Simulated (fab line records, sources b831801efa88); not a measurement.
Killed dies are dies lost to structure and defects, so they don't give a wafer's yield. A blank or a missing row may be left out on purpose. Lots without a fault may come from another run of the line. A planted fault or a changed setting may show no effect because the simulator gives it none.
Chamber matching | flow gf180mcu | GF_V5_CMP_04 on cmp-01: 4 sister chambers
The step polishes SiO2. 18 wafers are shown with their chamber, then 9 later ones without.

WAFERS WITH THEIR CHAMBER
wafer  | chamber | motor_current_A (A) | head_pressure_psi (psi)
L461.4 | 0       | 12.3                | 3.996
L461.5 | 0       | 13.0                | 4.007
L461.6 | 3       | 12.4                | 4.005
L464.2 | 1       | 11.5                | 4.007
L464.4 | 2       | 11.9                | 4.005
L464.6 | 0       | 12.5                | 3.996
L466.1 | 2       | 12.2                | 4.008
L466.2 | 1       | 12.7                | 4.010
L466.5 | 0       | 11.6                | 4.013
L467.1 | 0       | 12.9                | 4.001
L467.5 | 3       | 12.1                | 4.014
L467.6 | 0       | 12.5                | 4.006
L468.2 | 1       | 12.0                | 3.988
L468.5 | 3       | 11.9                | 4.004
L468.6 | 2       | 12.6                | 4.001
L469.2 | 0       | 11.9                | 4.007
L469.4 | 3       | 12.6                | 4.000
L469.5 | 2       | 12.3                | 4.002

SIGNATURES (means of the wafers above)
reading           | chamber 0 | chamber 1 | chamber 2 | chamber 3 | scatter within a chamber
motor_current_A   | 12.386    | 12.067    | 12.250    | 12.250    | 0.447
head_pressure_psi | 4.00371   | 4.00167   | 4.00400   | 4.00575   | 0.00686
Rule: a wafer's distance from a chamber is the root of the sum, over the readings, of the square of ((its reading less the chamber's mean) divided by the reading's scatter). The wafer belongs to the nearest chamber; if the next one is less than 2 further off, it can't be placed. The scatter: the root of (the sum of the squares of (reading less its chamber's mean) over the shown wafers, divided by (wafers less chambers)).

WAFERS WITHOUT THEIR CHAMBER
wafer  | motor_current_A (A) | head_pressure_psi (psi)
L470.2 | 11.9                | 3.996
L470.4 | 11.6                | 4.012
L470.5 | 12.3                | 4.006
L473.1 | 12.7                | 4.001
L473.3 | 12.1                | 3.995
L473.4 | 11.8                | 3.994
L483.3 | 12.1                | 4.006
L483.5 | 13.2                | 3.992
L483.6 | 12.2                | 3.983

WHICH CHAMBER EACH WENT THROUGH
wafer  | from the rows above               | in truth
L470.2 | can't be placed: 1 or 2 or 0 or 3 | 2
L470.4 | can't be placed: 3 or 1 or 2 or 0 | 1
L470.5 | can't be placed: 3 or 2 or 0 or 1 | 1
L473.1 | can't be placed: 0 or 2 or 3 or 1 | 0
L473.3 | can't be placed: 1 or 2 or 0 or 3 | 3
L473.4 | can't be placed: 1 or 2 or 0 or 3 | 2
L483.3 | can't be placed: 3 or 2 or 1 or 0 | 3
L483.5 | can't be placed: 0 or 2 or 1 or 3 | 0
L483.6 | can't be placed: 1 or 0 or 2 or 3 | 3
Placed correctly: 0 of 9. Can't be placed from these rows: 9 (the true chamber is among the candidates in 9). Placed wrongly: 0.
